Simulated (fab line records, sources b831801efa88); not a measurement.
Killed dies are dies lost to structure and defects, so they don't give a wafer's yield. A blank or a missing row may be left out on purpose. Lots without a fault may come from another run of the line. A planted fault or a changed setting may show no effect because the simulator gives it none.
Which tool did it? | flow sky130 | 6 lots, 18 wafers sampled, at 4 steps of a route of 708

WHAT THE GAUGES READ, wafer by wafer
SKY_PASSIVATION_THK_MEAS_03.
lot  | measured     | on            | PASSIVATION_CVD_02_THK (nm)
L423 | day 44 06:31 | film_metro-02 | 540 541 539
L425 | day 44 17:19 | film_metro-03 | 517 525 531
L428 | day 45 16:41 | film_metro-02 | 535 532 548
L430 | day 46 09:00 | film_metro-01 | 540 543 536
L432 | day 46 21:25 | film_metro-03 | 525 540 532
L441 | day 48 17:22 | film_metro-01 | 527 538 527

WHICH TOOL RAN EACH LOT (tool, then ch and the chambers of the sampled wafers, then the start)
lot  | SKY_FIELD_ISO_ETCH_14             | SKY_METAL5_SPUTTER_02        | SKY_PASSIVATION_CVD_00
L423 | rie_diel-03 ch 0,2,3, day 2 10:55 | pvd_sputter-02, day 43 07:17 | pecvd-02 ch 0,1, day 44 06:11
L425 | rie_diel-01 ch 0,1,2, day 2 19:58 | pvd_sputter-03, day 43 18:07 | pecvd-01 ch 0,2, day 44 17:00
L428 | rie_diel-03 ch 1,2,3, day 3 12:04 | pvd_sputter-01, day 44 16:59 | pecvd-01 ch 0,1,2, day 45 16:23
L430 | rie_diel-02 ch 1,2, day 3 23:16   | pvd_sputter-03, day 45 11:17 | pecvd-03 ch 0,1,2, day 46 08:41
L432 | rie_diel-03 ch 1,2, day 4 09:01   | pvd_sputter-03, day 45 23:28 | pecvd-01 ch 1,2, day 46 21:06
L441 | rie_diel-02 ch 0,2, day 6 07:46   | pvd_sputter-01, day 47 21:11 | pecvd-01 ch 0,1,2, day 48 17:03
- SKY_FIELD_ISO_ETCH_14: etches BARC in N2/H2, stops on SiO2, time 45.9 s, target depth 60 nm.
- SKY_METAL5_SPUTTER_02: material AlCu, target thk 1150 nm, time 61.2 s.
- SKY_PASSIVATION_CVD_00: deposits SiO2, target thk 90 nm.

THE ANSWER, worked out from the rows above alone
Rule: what is usual is taken from the lots themselves. Put in order of their means at a reading, lots are off if they are a third of the lots or fewer, leave a main group of 4 or more, and stand apart from it by a gap of 3 or more times the standard deviation of the main group's means; of several such gaps the widest counts. A main group whose means are all the same, to the digits that the tables above print for the reading, isn't used. A lot without any number at a reading at which 4 lots or more have one is off too. The other lots that the step has rows for count as sound.
No lot is off at any reading shown: from this, nothing can be told.

WHAT THE SIMULATOR HAD PUT IN
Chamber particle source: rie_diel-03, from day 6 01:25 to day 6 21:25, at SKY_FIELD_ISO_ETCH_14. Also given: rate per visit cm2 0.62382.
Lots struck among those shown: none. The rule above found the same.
